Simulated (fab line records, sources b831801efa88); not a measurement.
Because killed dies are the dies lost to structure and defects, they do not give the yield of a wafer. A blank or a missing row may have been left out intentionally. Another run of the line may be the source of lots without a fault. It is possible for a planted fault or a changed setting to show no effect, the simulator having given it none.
2 desks, one fault ; flow sky130 ; only its own numbers are on each desk; what lay behind them is given at the end

THE METROLOGY DESK
Means of the sampled wafers that have a number, per lot and without regard to the tool the lot ran on: this is what the gauges read. The brackets show how far a lot's mean lies from the usual mean; more than 4 standard deviations puts the lot out of limits, marked OUT.
Columns: A = VT_ADJUST_LVTN_OVL at SKY_VT_ADJUST_LVTN_OVL_MEAS_07, usual -1.0 nm; B = VT_ADJUST_PCH_OVL at SKY_VT_ADJUST_PCH_OVL_MEAS_07, usual -0.9 nm
lot;first seen here;A;B
L829;day 7 10:47;-0.6;1.5
L830;day 7 21:26;-3.7;-1.7
L832;day 8 02:43;0.9;-0.3
L833;day 8 04:44;-1.7;-1.5
L834;day 8 12:16;-0.4;0.2
L836;day 8 20:19;-1.7;0.6
L837;day 9 10:11;-2.2;0.3
L838;day 9 10:40;-0.9;-1.4
L841;day 10 03:41;-0.0;1.3
L842;day 10 11:50;-1.7;-4.5
L848;day 12 07:41;-1.4;-0.7
L851;day 12 23:43;-1.8;-2.1
L852;day 13 03:35;-1.0;-0.4
This desk's verdict: no lot among the 13 shows anything out of limits.

THE TOOL OWNER'S DESK: litho track-01
The tool's own readings at SKY_VT_ADJUST_PCH_SOFTBAKE_03: means of the sampled wafers that have a number, for each lot that ran on this tool. The brackets show how far a lot's mean lies from the usual mean; more than 4 standard deviations puts the lot out of limits, marked OUT.
Columns: A = heater power total W at SKY_VT_ADJUST_PCH_SOFTBAKE_03, usual 65.32 W; B = plate temp C at SKY_VT_ADJUST_PCH_SOFTBAKE_03, usual 110.00 C
lot;first seen here;A;B
L833;day 11 10:04;65.34;110.11
L836;day 12 03:14;65.33;109.91
L838;day 12 18:19;65.28;109.84
L841;day 13 20:44;66.40 (+7.7) OUT;111.27 (+9.8) OUT
L842;day 13 23:56;66.36 (+7.4) OUT;111.22 (+9.4) OUT
Finding of this desk: L841, L842 out of limits; the first was L841 at day 13 20:44, on heater power total W at SKY_VT_ADJUST_PCH_SOFTBAKE_03. In limits: L833, L836, L838.

TAKEN TOGETHER
On L841, L842, at day 13 20:44, an alarm was possible from the tool owner's desk.
Metrology desk: nothing out of limits seen.
The metrology desk has L841, L842 on record, within its limits.
On litho track-01, each named lot ran SKY_VT_ADJUST_PCH_SOFTBAKE_03.

WHAT THE SIMULATOR HAD INSERTED
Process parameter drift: litho track-01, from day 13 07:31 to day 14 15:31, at SKY_VT_ADJUST_PCH_SOFTBAKE_03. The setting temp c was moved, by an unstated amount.
Lots struck among those shown: L841, L842.
Hours from the fault's start to each desk's first reading out of limits: the tool owner's desk, 13.
